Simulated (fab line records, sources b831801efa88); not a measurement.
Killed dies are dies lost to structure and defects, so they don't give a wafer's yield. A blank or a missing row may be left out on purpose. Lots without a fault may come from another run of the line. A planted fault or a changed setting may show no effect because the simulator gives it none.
Which tool did it? | flow sky130 | 14 lots, 42 wafers sampled, at 5 steps of a route of 708

WHAT THE GAUGES READ, wafer by wafer
SKY_NWELL_RS_MEAS_29: measures by four-point-probe. Usual: NWELL_RS 625.7 ohm/sq, standard deviation 1.6.
lot  | measured     | on            | NWELL_RS (ohm/sq) | flag
L820 | day 5 16:16  | film_metro-03 | 625.1 623.2 625.6 |
L822 | day 6 10:07  | film_metro-03 | 623.9 624.6 624.0 |
L823 | day 6 14:52  | film_metro-02 | 627.9 626.6 626.0 |
L824 | day 6 21:46  | film_metro-02 | 629.2 628.8 628.6 |
L825 | day 7 03:07  | film_metro-02 | 625.5 624.2 625.3 |
L826 | day 7 09:08  | film_metro-02 | 625.2 625.5 626.8 |
L827 | day 7 13:14  | film_metro-02 | 623.3 623.3 624.2 |
L828 | day 7 21:02  | film_metro-02 | 627.0 626.9 627.5 |
L831 | day 8 14:21  | film_metro-01 | 625.6 626.0 624.4 |
L832 | day 8 19:28  | film_metro-03 | 624.7 625.1 623.1 |
L834 | day 9 06:45  | film_metro-01 | 626.4 628.0 628.7 |
L838 | day 10 09:46 | film_metro-02 | 626.2 626.8 627.3 |
L839 | day 10 15:22 | film_metro-03 | 622.5 621.7 624.7 |
L840 | day 10 20:45 | film_metro-01 | 624.8 625.3 624.8 |

SKY_VT_ADJUST_HVTR_OVL_MEAS_08. Usual: VT_ADJUST_HVTR_OVL 0.7 nm, standard deviation 1.7.
lot  | measured     | on         | VT_ADJUST_HVTR_OVL (nm) | flag
L820 | day 9 22:33  | overlay-02 | 2.2 1.3 2.8             |
L822 | day 10 19:17 | overlay-02 | 1.2 0.9 1.4             |
L823 | day 11 00:54 | overlay-02 | -0.5 -1.0 -0.1          |
L824 | day 11 08:25 | overlay-01 | 0.7 1.5 1.4             |
L825 | day 11 16:35 | overlay-02 | -1.4 -1.9 -2.6          |
L826 | day 12 00:05 | overlay-01 | 0.8 -0.4 0.3            |
L827 | day 12 04:43 | overlay-02 | -0.1 1.2 1.6            |
L828 | day 12 13:51 | overlay-02 | -1.2 -0.9 -1.2          |
L831 | day 13 10:24 | overlay-02 | -2.2 -1.3 -3.2          |
L832 | day 13 15:40 | overlay-02 | -1.5 -2.5 -0.2          |
L834 | day 14 06:18 | overlay-02 | 1.9 -0.4 1.2            |
L838 | day 15 15:46 | overlay-02 | -1.6 -0.1 0.5           |
L839 | day 15 18:39 | overlay-01 | 2.0 0.6 2.1             |
L840 | day 16 03:40 | overlay-02 | 0.4 0.5 0.6             |

SKY_VT_ADJUST_PCH_OVL_MEAS_07. Usual: VT_ADJUST_PCH_OVL -0.3 nm, standard deviation 1.5.
lot  | measured     | on         | VT_ADJUST_PCH_OVL (nm) | flag
L820 | day 10 20:59 | overlay-01 | -0.4 -0.9 -2.5         |
L822 | day 11 18:59 | overlay-01 | 1.9 2.3 2.0            |
L823 | day 11 23:58 | overlay-02 | 0.9 0.6 0.1            |
L824 | day 12 09:05 | overlay-01 | -1.4 -0.5 -1.6         |
L825 | day 12 16:20 | overlay-01 | -1.8 -1.7 -1.9         |
L826 | day 13 00:29 | overlay-02 | -1.9 -0.3 -1.4         |
L827 | day 13 04:53 | overlay-01 | 1.1 -0.9 1.5           |
L828 | day 13 14:31 | overlay-01 | 0.1 0.1 0.8            |
L831 | day 14 11:35 | overlay-01 | -1.2 -1.5 -3.1         |
L832 | day 14 17:53 | overlay-01 | -1.0 -0.8 1.5          |
L834 | day 15 08:56 | overlay-02 | -4.3 -2.5 -3.4         |
L838 | day 16 20:11 | overlay-02 | -3.0 -1.1 0.1          |
L839 | day 16 22:05 | overlay-01 | 0.9 0.8 1.1            |
L840 | day 17 07:58 | overlay-01 | 1.3 3.9 3.3            |

SKY_SONOS_TUNNEL_CD_MEAS_07: target cd 410 nm. Usual: cd_nm 409.6 nm, standard deviation 2.5.
lot  | measured     | on        | cd_nm (nm)        | flag
L820 | day 11 20:35 | cd_sem-01 | 409.4 407.6 406.4 |
L822 | day 12 19:14 | cd_sem-02 | 408.6 405.1 406.6 |
L823 | day 13 00:39 | cd_sem-02 | 412.0 411.6 408.1 |
L824 | day 13 10:16 | cd_sem-02 | 413.0 413.7 415.5 |
L825 | day 13 16:43 | cd_sem-02 | 409.6 412.2 409.6 |
L826 | day 14 01:10 | cd_sem-02 | 411.0 412.0 412.2 |
L827 | day 14 05:56 | cd_sem-01 | 406.5 407.4 406.8 |
L828 | day 14 16:39 | cd_sem-02 | 408.2 406.4 406.9 |
L831 | day 15 13:29 | cd_sem-02 | 408.4 407.8 408.5 |
L832 | day 15 20:01 | cd_sem-02 | 413.2 412.9 413.9 |
L834 | day 16 12:39 | cd_sem-01 | 411.1 409.5 409.3 |
L838 | day 18 01:49 | cd_sem-01 | 400.1 399.6 401.4 | OFF
L839 | day 18 04:10 | cd_sem-02 | 400.5 402.8 400.1 | OFF
L840 | day 18 14:02 | cd_sem-01 | 410.2 409.8 407.6 |

WHICH TOOL RAN EACH LOT (tool, then ch and the chambers of the sampled wafers, then the start)
lot  | SKY_SONOS_TUNNEL_DEVELOP_06
L820 | litho_track-02 ch 0, day 11 20:23
L822 | litho_track-02 ch 0, day 12 19:05
L823 | litho_track-02 ch 0, day 13 00:31
L824 | litho_track-01 ch 0, day 13 10:07
L825 | litho_track-01 ch 0, day 13 16:34
L826 | litho_track-01 ch 0, day 14 01:01
L827 | litho_track-01 ch 0, day 14 05:47
L828 | litho_track-02 ch 0, day 14 16:31
L831 | litho_track-03 ch 0, day 15 13:21
L832 | litho_track-02 ch 0, day 15 19:53
L834 | litho_track-02 ch 0, day 16 12:31
L838 | litho_track-01 ch 0, day 18 01:40
L839 | litho_track-01 ch 0, day 18 04:01
L840 | litho_track-03 ch 0, day 18 13:54
- SKY_SONOS_TUNNEL_DEVELOP_06: develop time 60 s.

WHAT THE TOOLS THEMSELVES READ (means of the sampled wafers that have a number; where no wafer has one, the mark that the record gives instead)
The record holds no such reading with a usual standard deviation.

THE ANSWER, worked out from the rows above alone
Rule: a lot is off if the mean of its wafers that have a number lies more than 3 standard deviations from the usual mean. A lot without any number at a reading at which 4 lots or more have one is off too. The other lots that the step has rows for count as sound. The gauges are gone through in route order, then the tools' own readings, and for those a lot's mean is taken as printed above. The first step at which some lot is off is used, and at that step the reading that is off furthest; a lot without a number counts as furthest.
Off: L838, L839, at SKY_SONOS_TUNNEL_CD_MEAS_07 (cd_nm).
A tool fits if, at a process step before that reading, it ran every lot that is off, and no sound lot after the first of them. The gauges at SKY_SONOS_TUNNEL_CD_MEAS_07 are tried like those tools. One fits: litho_track-01 at SKY_SONOS_TUNNEL_DEVELOP_06. Its last sound lot is L827 (day 14 05:47), its first lot that is off L838 (day 18 01:40): a fault that began between those two fits.

WHAT THE SIMULATOR HAD PUT IN
Process parameter drift: litho_track-01, from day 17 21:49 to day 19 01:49, at SKY_SONOS_TUNNEL_DEVELOP_06. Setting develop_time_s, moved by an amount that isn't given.
Lots struck among those shown: L838, L839. The rule above found the same.
